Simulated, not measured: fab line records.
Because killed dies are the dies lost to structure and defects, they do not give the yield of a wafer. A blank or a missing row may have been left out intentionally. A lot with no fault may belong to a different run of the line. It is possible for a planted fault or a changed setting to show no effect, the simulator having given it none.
Chamber matching || flow sky130 || SKY_METAL3_ETCH_17 on rie diel-01: 4 sister chambers
The step etches SiO2 in C4F8/O2/Ar, stops on TiN, time 3.9 s, target depth 15 nm. 4 wafers are shown with their chamber, then 12 later ones without.

## WAFERS WITH THEIR CHAMBER
{"wafer": "L090.2", "chamber": 3, "oes product au (a.u.)": 0.760}
{"wafer": "L090.4", "chamber": 0, "oes product au (a.u.)": 0.761}
{"wafer": "L090.5", "chamber": 1, "oes product au (a.u.)": 0.757}
{"wafer": "L090.6", "chamber": 2, "oes product au (a.u.)": 0.755}

## WAFERS WITHOUT THEIR CHAMBER
{"wafer": "L091.2", "oes product au (a.u.)": 0.741}
{"wafer": "L091.3", "oes product au (a.u.)": 0.765}
{"wafer": "L091.6", "oes product au (a.u.)": 0.759}
{"wafer": "L094.1", "oes product au (a.u.)": 0.741}
{"wafer": "L094.4", "oes product au (a.u.)": 0.765}
{"wafer": "L094.6", "oes product au (a.u.)": 0.761}
{"wafer": "L095.2", "oes product au (a.u.)": 0.746}
{"wafer": "L095.3", "oes product au (a.u.)": 0.742}
{"wafer": "L095.6", "oes product au (a.u.)": 0.763}
{"wafer": "L096.1", "oes product au (a.u.)": 0.750}
{"wafer": "L096.2", "oes product au (a.u.)": 0.770}
{"wafer": "L096.3", "oes product au (a.u.)": 0.752}

## THE CHAMBER EACH PASSED THROUGH
{"wafer": "L091.2", "from the rows above": "can't be placed: 2 or 1 or 3 or 0", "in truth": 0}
{"wafer": "L091.3", "from the rows above": "can't be placed: 0 or 3 or 1 or 2", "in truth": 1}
{"wafer": "L091.6", "from the rows above": "can't be placed: 3 or 0 or 1 or 2", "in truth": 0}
{"wafer": "L094.1", "from the rows above": "can't be placed: 2 or 1 or 3 or 0", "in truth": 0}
{"wafer": "L094.4", "from the rows above": "can't be placed: 0 or 3 or 1 or 2", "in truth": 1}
{"wafer": "L094.6", "from the rows above": "can't be placed: 0 or 3 or 1 or 2", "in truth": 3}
{"wafer": "L095.2", "from the rows above": "can't be placed: 2 or 1 or 3 or 0", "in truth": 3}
{"wafer": "L095.3", "from the rows above": "can't be placed: 2 or 1 or 3 or 0", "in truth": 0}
{"wafer": "L095.6", "from the rows above": "can't be placed: 0 or 3 or 1 or 2", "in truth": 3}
{"wafer": "L096.1", "from the rows above": "can't be placed: 2 or 1 or 3 or 0", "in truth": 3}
{"wafer": "L096.2", "from the rows above": "can't be placed: 0 or 3 or 1 or 2", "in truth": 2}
{"wafer": "L096.3", "from the rows above": "can't be placed: 2 or 1 or 3 or 0", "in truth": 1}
Placed correctly: 0 of 12. Unplaceable from these rows: 12, with the true chamber sitting among the candidates in 12. 0 placed wrongly.
How it was worked out, from the rows above alone: a wafer's distance from a chamber is the root of the sum, over the readings, of the square of ((its reading less the chamber's mean) divided by the reading's scatter). The wafer belongs to the nearest chamber; if the next one is less than 2 further off, it can't be placed. A chamber's mean is the mean of its shown wafers. The scatter (one wafer shown for each chamber): square how far every hidden wafer sits from the nearest shown wafer, average those squares and take the square root.
